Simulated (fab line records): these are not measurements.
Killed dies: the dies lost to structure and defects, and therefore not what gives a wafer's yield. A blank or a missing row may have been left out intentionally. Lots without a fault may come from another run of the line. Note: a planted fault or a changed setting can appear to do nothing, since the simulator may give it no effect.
8D (eight disciplines) problem report, filled in by code | flow sky130 | the parts of the form that need people (team, actions taken, sign-off) are left out

== 1. THE PROBLEM ==
Wafers free of any fault read 0.285 ohm/sq (standard deviation 0.004) for LI_CONTACT_W_RS at SKY_LI_CONTACT_RS_MEAS_22, against a mean of 0.192 ohm/sq on 3 wafers of 2 lots. That is -23 standard deviations from the usual mean.
The step: measures by four-point-probe.
First observed at day 34 09:34: wafer L715.3, on film-metro-01. The record has a number at this step for 33 wafers belonging to 11 lots. By rule, "out" or "out of limits" means more than 4 standard deviations away from the usual mean. Any other wafer with a number is counted as sound.

== 2. WHAT THIS IS AND IS NOT ==
question                    | is                     | is not
which readings at this step | LI_CONTACT_W_RS        | -
which lots                  | L715, L716             | L702, L704, L706, L709, L710, L712, L714, L717, L718
which wafers of those lots  | L715.3, L715.6, L716.4 | L715.2, L716.1, L716.2
read on which gauges        | film-metro-01          | film-metro-02, film-metro-03
when                        | from day 34 09:34      | up to then (22 sound wafers); but 8 sound wafers of L716, L717, L718 came after

== 3. WHAT RULES OUT EACH SUSPECT ==
Counting: any tool at a process step up to the reading remains a suspect provided it ran every lot that is out. Sound lots after the first of them don't rule it out here, since some wafers of a struck lot are sound.
- the gauge at SKY_LI_CONTACT_RS_MEAS_22: ruled out. All the wafers that are out were read on film-metro-01, but those of them that SKY_LI_CONTACT_CMP_24 has rows for are out there too, on other tools.
- cvd-w-02 at SKY_LI_CONTACT_CVD_21 (deposits W, target thk 400 nm, time 120.56 s): kept. Every lot that is out went through it, the first being L715 (day 34 09:25); the last sound lot it ran before that was L714 (day 34 02:08).
After counting, what remains is cvd-w-02 at SKY_LI_CONTACT_CVD_21.

== 4. THE CAUSE (what the simulator had put in) ==
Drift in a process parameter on cvd-w-02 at SKY_LI_CONTACT_CVD_21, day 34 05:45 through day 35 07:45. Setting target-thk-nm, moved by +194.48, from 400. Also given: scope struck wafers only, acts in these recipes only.
After counting, this tool was the only one left.

== 5. THE EFFECT CHAIN, in route order ==
Each row: a reading where the mean over the struck wafers with a number is more than 3 standard deviations away from the usual. Only readings whose record carries a usual standard deviation are examined. hours: median over the lots of the time between each lot's start at the first step of this table that gives one and its start at this step. sigmas: the change, counted in usual standard deviations.
hours | step                      | reading            | usual        | on struck wafers | change | sigmas
0     | SKY_LI_CONTACT_RS_MEAS_22 | LI_CONTACT_W_RS    | 0.285 ohm/sq | 0.192            | -0.093 | -23
0     | SKY_LI_CONTACT_CMP_24     | time-to-endpoint-s | 93 s         | 134              | +41    | +11
Here are the process steps it includes:
- SKY_LI_CONTACT_CMP_24: polishes, stops on PSG, t overpolish 20 s, target thk 0 nm.
Readings that are blank on the struck wafers while sound wafers have them: LI_CONTACT_W_THK at SKY_LI_CONTACT_THK_MEAS_23.

== 6. WHAT WOULD HAVE CAUGHT IT SOONER ==
Counted from the fault's start at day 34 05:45, it took 4 hours until the first out-of-limits reading at a measuring or inspecting step in this record, taken at day 34 09:34.
An alarm limit of 4 standard deviations would not have fired on the tool readings at SKY_LI_CONTACT_CVD_21 for which the record gives a usual standard deviation, since none of them was out on any struck wafer.
Among the 2 lots that are out, L716 began SKY_LI_CONTACT_CVD_21 on cvd-w-02 after day 34 09:34. Holding the tool at that time would have saved it.
